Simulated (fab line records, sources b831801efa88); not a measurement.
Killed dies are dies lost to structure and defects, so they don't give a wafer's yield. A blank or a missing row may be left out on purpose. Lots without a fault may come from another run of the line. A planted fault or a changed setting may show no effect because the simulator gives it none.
Problem report in the 8D (eight disciplines) form, filled by code | flow sky130 | the parts of the form that need people (team, actions taken, sign-off) are left out

1. THE PROBLEM
cathode_dc_power_W at SKY_LI_CONTACT_SPUTTER_19 reads a mean of 2393.4 W on 2 wafers of 2 lots; wafers without a fault read 2499.9 W with a standard deviation of 0.45. That is -99 or more standard deviations from the usual mean.
The step: material Ti, target thk 20 nm, time 106.37 s.
First seen on wafer L213.5, day 34 16:05, on pvd_sputter-01. The record holds 42 wafers of 14 lots with a number at this step. Rule for "out", or "out of limits": more than 4 standard deviations from the usual mean. The other wafers with a number count as sound.

2. WHAT IT IS AND WHAT IT IS NOT
question                    | is                 | is not
which readings at this step | cathode_dc_power_W | throttle_valve_pct
which lots                  | L213, L214         | L196, L197, L198, L199, L201, L204, L205, L206, L209, L215, L218, L219
which wafers of those lots  | L213.5, L214.6     | L213.1, L213.3, L214.1, L214.3
read on which tools         | pvd_sputter-01     | pvd_sputter-02, pvd_sputter-03
when                        | from day 34 16:05  | up to then (29 sound wafers); but 11 sound wafers of L214, L215, L218, L219 came after

3. SUSPECTS, AND WHAT RULES EACH OUT
Counting: a tool at a process step up to the reading stays a suspect if it ran every lot that is out. Sound lots after the first of them don't rule it out here, since some wafers of a struck lot are sound.
- pvd_sputter-01 at SKY_LI_CONTACT_SPUTTER_19 (material Ti, target thk 20 nm, time 106.37 s): kept. It ran every lot that is out, first L213 (day 34 16:05); its last sound lot up to then is L205 (day 32 18:34). Its own readings are out on those wafers: cathode_dc_power_W.
Left after counting: pvd_sputter-01 at SKY_LI_CONTACT_SPUTTER_19.

4. THE CAUSE (what the simulator had put in)
Process parameter drift: pvd_sputter-01, from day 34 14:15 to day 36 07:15, at SKY_LI_CONTACT_SPUTTER_19. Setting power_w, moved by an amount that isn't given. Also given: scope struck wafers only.
Counting left only this tool.

5. THE CHAIN OF EFFECTS, in route order
Each row: a reading whose mean over the struck wafers that have a number lies more than 3 standard deviations from the usual. Only readings for which the record gives a usual standard deviation are gone through. hours: the time from each lot's start at the first step in this table that gives one to its start at this step, as a median over the lots. sigmas: the change in usual standard deviations.
hours | step                      | reading            | usual    | on struck wafers | change | sigmas
0     | SKY_LI_CONTACT_SPUTTER_19 | cathode_dc_power_W | 2499.9 W | 2393.4           | -106.5 | -99 or more
The process steps in it:
- SKY_LI_CONTACT_SPUTTER_19: material Ti, target thk 20 nm, time 106.37 s.

6. WHAT WOULD HAVE CAUGHT IT SOONER
In this record the first reading out of limits was taken at day 34 16:05, 2 hours after the fault began at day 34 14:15.
